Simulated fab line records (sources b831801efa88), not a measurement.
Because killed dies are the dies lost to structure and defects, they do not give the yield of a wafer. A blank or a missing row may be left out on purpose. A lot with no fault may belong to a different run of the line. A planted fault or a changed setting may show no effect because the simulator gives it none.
Code-filled problem report in 8D (eight disciplines) form    flow sky130    the parts of the form that need people (team, actions taken, sign-off) are left out

1. PROBLEM STATEMENT
developer-temp-C at SKY_LDD_HVN_DEVELOP_06 reads a mean of 21.98 C on 6 wafers of 2 lots; wafers without a fault read 22.98 C with a standard deviation of 0.1. Relative to the usual mean, that is a shift of -10 standard deviations.
The step: develop time 60 s.
Earliest sighting: wafer L334.2 on litho-track-04 at day 24 16:59. The record holds 36 wafers of 12 lots with a number at this step. Rule for "out", or "out of limits": more than 4 standard deviations from the usual mean. The other wafers with a number count as sound.

2. WHAT IT IS; WHAT IT IS NOT
question                     is                      is not
which readings at this step  developer-temp-C        exhaust-pa
which lots                   L334, L337              L324, L326, L328, L329, L331, L335, L340, L343, L344, L345
which wafers of those lots   all that have a number  -
read on which tools          litho-track-04          litho-track-01, litho-track-02
when                         from day 24 16:59       up to then (15 sound wafers); but 15 sound wafers of L335, L340, L343, L344, L345 came after

3. THE SUSPECTS, EACH WITH WHAT RULES IT OUT
Counting: a tool stays on the suspect list if, at a process step up to the reading, it processed all lots that are out and no sound lot following the first of them.
- litho-track-04 at SKY_LDD_HVN_DEVELOP_06 (develop time 60 s): ruled out as a lasting fault. The sound lots L343, L345, L344 went through it after L334, its earliest lot that is out (day 24 16:59).
Left after counting: nothing in the record.

4. THE CAUSE (what the simulator had put in)
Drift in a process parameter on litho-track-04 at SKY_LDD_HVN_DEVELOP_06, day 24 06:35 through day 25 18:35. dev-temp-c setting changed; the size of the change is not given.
Counting ruled it out, wrongly.

5. SEQUENCE OF EFFECTS, ordered by route
Each row: a reading whose mean over the struck wafers that have a number lies more than 3 standard deviations from the usual. Readings are gone through only where the record gives a usual standard deviation; hours: the median, over the lots, of the time from a lot's start at the first step in this table giving one to that lot's start at this step; sigmas: the change measured in usual standard deviations.
hours  step                    reading           usual    on struck wafers  change  sigmas
0      SKY_LDD_HVN_DEVELOP_06  developer-temp-C  22.98 C  21.98             -1.00   -10
It contains these process steps:
- SKY_LDD_HVN_DEVELOP_06: develop time 60 s.

6. HOW IT WOULD HAVE BEEN CAUGHT EARLIER
10 hours passed between the start of the fault at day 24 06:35 and the first reading out of limits in this record, taken at day 24 16:59.
